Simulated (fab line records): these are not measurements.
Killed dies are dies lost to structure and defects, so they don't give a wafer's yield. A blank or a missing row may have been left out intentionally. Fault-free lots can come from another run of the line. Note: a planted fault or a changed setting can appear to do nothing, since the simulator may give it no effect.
Matching of chambers | flow sfq-line | 4 sister chambers for SFQ_TRILAYER_I6_CMP_CMP_166 on cmp-02
The step polishes SiO2. 4 wafers are shown with their chamber, then 8 later ones without.

WAFERS PAIRED WITH THEIR CHAMBERS
wafer  | chamber | motor-current-A (A)
L488.1 | 1       | 9.9
L490.1 | 0       | 13.0
L490.5 | 2       | 9.7
L495.2 | 3       | 9.5

WAFERS WHOSE CHAMBER IS MISSING
wafer  | motor-current-A (A)
L495.1 | 9.8
L495.4 | 10.1
L496.1 | 9.7
L496.3 | 9.1
L496.4 | 9.9
L505.1 | 10.3
L505.3 | 10.2
L505.4 | 13.1

THE CHAMBER EACH PASSED THROUGH
wafer  | from the rows above          | in truth
L495.1 | can't be placed: 1 or 2 or 3 | 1
L495.4 | can't be placed: 1 or 2 or 3 | 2
L496.1 | can't be placed: 2 or 3 or 1 | 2
L496.3 | can't be placed: 3 or 2 or 1 | 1
L496.4 | can't be placed: 1 or 2 or 3 | 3
L505.1 | can't be placed: 1 or 2 or 3 | 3
L505.3 | can't be placed: 1 or 2 or 3 | 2
L505.4 | 0                            | 0
Correctly placed: 1 of 8. These rows do not allow placing 7 (true chamber among the candidates in 7). Number placed wrongly: 0.
How it was worked out, from the rows above alone: a wafer's distance from a chamber is the root of the sum, over the readings, of the square of ((its reading less the chamber's mean) divided by the reading's scatter). The wafer belongs to the nearest chamber; if the next one is less than 2 further off, it can't be placed. The mean given for a chamber averages the wafers shown for that chamber. The scatter (one wafer shown for each chamber): square how far every hidden wafer sits from the nearest shown wafer, average those squares and take the square root.
